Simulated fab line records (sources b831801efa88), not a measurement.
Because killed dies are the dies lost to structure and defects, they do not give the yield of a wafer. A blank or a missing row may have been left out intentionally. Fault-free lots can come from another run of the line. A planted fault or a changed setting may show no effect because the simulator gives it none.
2 desks looking at one fault | flow sky130 | each desk has only its own numbers; what lay behind them comes last

## FROM THE METROLOGY DESK
Means of the sampled wafers that have a number, per lot and without regard to the tool the lot ran on: this is what the gauges read. Marked OUT: a lot whose mean sits more than 4 standard deviations from the usual mean, which makes it out of limits; the brackets give that distance.
Columns: A = LDD_N_OVL at SKY_LDD_N_OVL_MEAS_07, usual 0.8 nm
lot  | first seen here | A
L971 | day 19 04:22    | 0.6
L972 | day 19 18:41    | -0.1
L981 | day 22 07:44    | 0.7
L986 | day 24 10:18    | 0.7
L985 | day 24 14:28    | -0.4
L988 | day 24 21:04    | 1.1
This desk's verdict: no lot among the 6 shows anything out of limits.

## DESK OF THE TOOL OWNER: implanter-01
SKY_LDD_N_IMPLANT_14, tool's own readings: per-lot mean of the sampled wafers with a number, covering each lot this tool ran. Marked OUT: a lot whose mean sits more than 4 standard deviations from the usual mean, which makes it out of limits; the brackets give that distance.
Columns: A = beam-energy-keV at SKY_LDD_N_IMPLANT_14, usual 50.000
lot  | first seen here | A
L972 | day 19 19:38    | 50.009
L986 | day 24 11:14    | 51.850 (+99 or more) OUT
L985 | day 24 15:25    | 51.845 (+99 or more) OUT
This desk's finding: out of limits on L985, L986; first on L986, day 24 11:14 (beam-energy-keV at SKY_LDD_N_IMPLANT_14). In limits: L972.

## ALL TOGETHER
The tool owner's desk could have raised an alarm at day 24 11:14, on L985, L986.
The metrology desk saw nothing out of limits.
The metrology desk has L985, L986 on record, within its limits.
The lots listed all ran SKY_LDD_N_IMPLANT_14 on implanter-01.

## WHAT THE SIMULATOR PUT IN
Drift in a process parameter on implanter-01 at SKY_LDD_N_IMPLANT_14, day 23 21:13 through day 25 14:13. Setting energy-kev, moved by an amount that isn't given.
Struck lots among those shown: L985, L986.
How many hours passed from the start of the fault until each desk's first out-of-limits reading: the tool owner's desk, 14.
